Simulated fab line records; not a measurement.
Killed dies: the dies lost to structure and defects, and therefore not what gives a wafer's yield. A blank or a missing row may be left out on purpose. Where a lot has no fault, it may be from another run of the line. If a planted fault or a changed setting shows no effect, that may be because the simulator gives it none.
Which tool did it? / flow gf180mcu / 18 wafers from 6 lots sampled at 4 of the route's 602 steps

WHAT EACH GAUGE READ, for each wafer
GF_PASSIVATION_THK_MEAS_01.
lot=L372; measured=day 28 12:04; on=film-metro-01; PASSIVATION_CVD_00_THK (nm)=985 992 991
lot=L374; measured=day 28 21:58; on=film-metro-03; PASSIVATION_CVD_00_THK (nm)=989 1007 1005
lot=L377; measured=day 30 04:02; on=film-metro-03; PASSIVATION_CVD_00_THK (nm)=993 973 1001
lot=L382; measured=day 31 08:01; on=film-metro-02; PASSIVATION_CVD_00_THK (nm)=981 969 876
lot=L383; measured=day 31 12:13; on=film-metro-01; PASSIVATION_CVD_00_THK (nm)=990 996 888
lot=L389; measured=day 33 07:11; on=film-metro-02; PASSIVATION_CVD_00_THK (nm)=996 993 1017

WHICH TOOL RAN EACH LOT (tool, then ch and the chambers of the sampled wafers, then the start)
lot=L372; GF_V4_CMP_04=cmp-02 ch 0,1, day 23 21:53; GF_V5_STRIP_18=plasma-asher-01 ch 0,1, day 27 13:43; GF_PASSIVATION_CVD_00=pecvd-02 ch 0,2, day 28 11:59
lot=L374; GF_V4_CMP_04=cmp-01 ch 1,3, day 24 09:34; GF_V5_STRIP_18=plasma-asher-01 ch 0,1, day 28 00:02; GF_PASSIVATION_CVD_00=pecvd-02 ch 0,1,2, day 28 21:53
lot=L377; GF_V4_CMP_04=cmp-02 ch 0,1,2, day 25 18:57; GF_V5_STRIP_18=plasma-asher-03 ch 0,1, day 29 06:44; GF_PASSIVATION_CVD_00=pecvd-04 ch 1,2, day 30 03:57
lot=L382; GF_V4_CMP_04=cmp-02 ch 0,1,3, day 27 02:18; GF_V5_STRIP_18=plasma-asher-03 ch 0,1, day 30 11:23; GF_PASSIVATION_CVD_00=pecvd-02 ch 0,1,2, day 31 07:56
lot=L383; GF_V4_CMP_04=cmp-01 ch 2,3, day 27 07:35; GF_V5_STRIP_18=plasma-asher-03 ch 0,1, day 30 16:07; GF_PASSIVATION_CVD_00=pecvd-02 ch 0,1,2, day 31 12:08
lot=L389; GF_V4_CMP_04=cmp-02 ch 1,2,3, day 29 11:10; GF_V5_STRIP_18=plasma-asher-01 ch 0,1, day 32 13:11; GF_PASSIVATION_CVD_00=pecvd-01 ch 0,1,2, day 33 07:06
- GF_V4_CMP_04: polishes SiO2.
- GF_V5_STRIP_18: strips in O2/N2.
- GF_PASSIVATION_CVD_00: deposits SiO2 from TEOS, target thk 1000 nm, time 111.95 s.

THE ANSWER, worked out from the rows above alone
Rule: what is usual is taken from the lots themselves. The widest of any qualifying gaps counts: lots, ordered by their means at a reading, are off when they make up no more than a third of the lots, leave a main group of 4 or more, and stand apart from it by 3 or more times the standard deviation of that group's means. The tables above print the reading to a certain number of digits; a main group whose means all agree to those digits is not used. A lot without any number at a reading at which 4 lots or more have one is off too. Any other lot the step has rows for is counted as sound.
Off: L382, L383, at GF_PASSIVATION_THK_MEAS_01 (PASSIVATION_CVD_00_THK). For the main group the mean is 995 nm and the standard deviation 6.
If a tool, at a process step before that reading, ran all the lots that are off and no sound lot after the first of them, it fits. Gauges at GF_PASSIVATION_THK_MEAS_01: tried the same way as those tools. This does not decide it: 2 tools fit, namely plasma-asher-03 at GF_V5_STRIP_18 and pecvd-02 at GF_PASSIVATION_CVD_00.

WHAT THE SIMULATOR PUT IN
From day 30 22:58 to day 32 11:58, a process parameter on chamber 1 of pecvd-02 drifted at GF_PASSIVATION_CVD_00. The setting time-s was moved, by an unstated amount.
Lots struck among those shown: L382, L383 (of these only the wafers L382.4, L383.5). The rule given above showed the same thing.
